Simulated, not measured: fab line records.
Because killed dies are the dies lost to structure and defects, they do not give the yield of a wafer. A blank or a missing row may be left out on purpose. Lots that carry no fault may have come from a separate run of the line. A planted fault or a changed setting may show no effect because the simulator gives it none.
Which tool is to blame? || flow sky130 || 18 wafers from 6 lots sampled at 2 of the route's 708 steps

## WHAT THE GAUGES READ, wafer by wafer
SKY_POLY_GATE_CD_MEAS_22.
{"lot": "L196", "measured": "day 16 18:26", "on": "cd_sem-02", "cd_nm (nm)": "148.2 146.9 150.1"}
{"lot": "L199", "measured": "day 18 00:52", "on": "cd_sem-01", "cd_nm (nm)": "152.5 152.2 152.7"}
{"lot": "L201", "measured": "day 18 17:27", "on": "cd_sem-02", "cd_nm (nm)": "152.2 149.2 151.1"}
{"lot": "L202", "measured": "day 20 06:03", "on": "cd_sem-02", "cd_nm (nm)": "148.3 150.6 150.6"}
{"lot": "L206", "measured": "day 20 19:52", "on": "cd_sem-01", "cd_nm (nm)": "149.3 147.5 149.8"}
{"lot": "L215", "measured": "day 23 15:39", "on": "cd_sem-01", "cd_nm (nm)": "148.5 150.4 152.2"}

## WHICH TOOL RAN EACH LOT (tool, then ch and the chambers of the sampled wafers, then the start)
{"lot": "L196", "SKY_POLY_GATE_ETCH_16": "rie_diel-04 ch 1,2,3, day 16 15:19"}
{"lot": "L199", "SKY_POLY_GATE_ETCH_16": "rie_diel-02 ch 0,3, day 17 21:32"}
{"lot": "L201", "SKY_POLY_GATE_ETCH_16": "rie_diel-02 ch 1,3, day 18 14:47"}
{"lot": "L202", "SKY_POLY_GATE_ETCH_16": "rie_diel-04 ch 1,2,3, day 20 03:40"}
{"lot": "L206", "SKY_POLY_GATE_ETCH_16": "rie_diel-03 ch 0,1,3, day 20 18:14"}
{"lot": "L215", "SKY_POLY_GATE_ETCH_16": "rie_diel-04 ch 1,3, day 23 13:59"}
- SKY_POLY_GATE_ETCH_16: etches Si3N4 in CH3F/O2, stops on poly-Si, time 147.5 s, target depth 75 nm.

## THE ANSWER, worked out from the rows above alone
Rule: usual is defined by the lots themselves. The widest of any qualifying gaps counts: lots, ordered by their means at a reading, are off when they make up no more than a third of the lots, leave a main group of 4 or more, and stand apart from it by 3 or more times the standard deviation of that group's means. A main group is skipped when, at the precision printed for the reading in the tables above, its means are all equal. A lot without any number at a reading at which 4 lots or more have one is off too. All remaining lots with rows at the step are treated as sound.
Nothing can be told from this: no lot is off at any reading shown.

## WHAT THE SIMULATOR PUT IN
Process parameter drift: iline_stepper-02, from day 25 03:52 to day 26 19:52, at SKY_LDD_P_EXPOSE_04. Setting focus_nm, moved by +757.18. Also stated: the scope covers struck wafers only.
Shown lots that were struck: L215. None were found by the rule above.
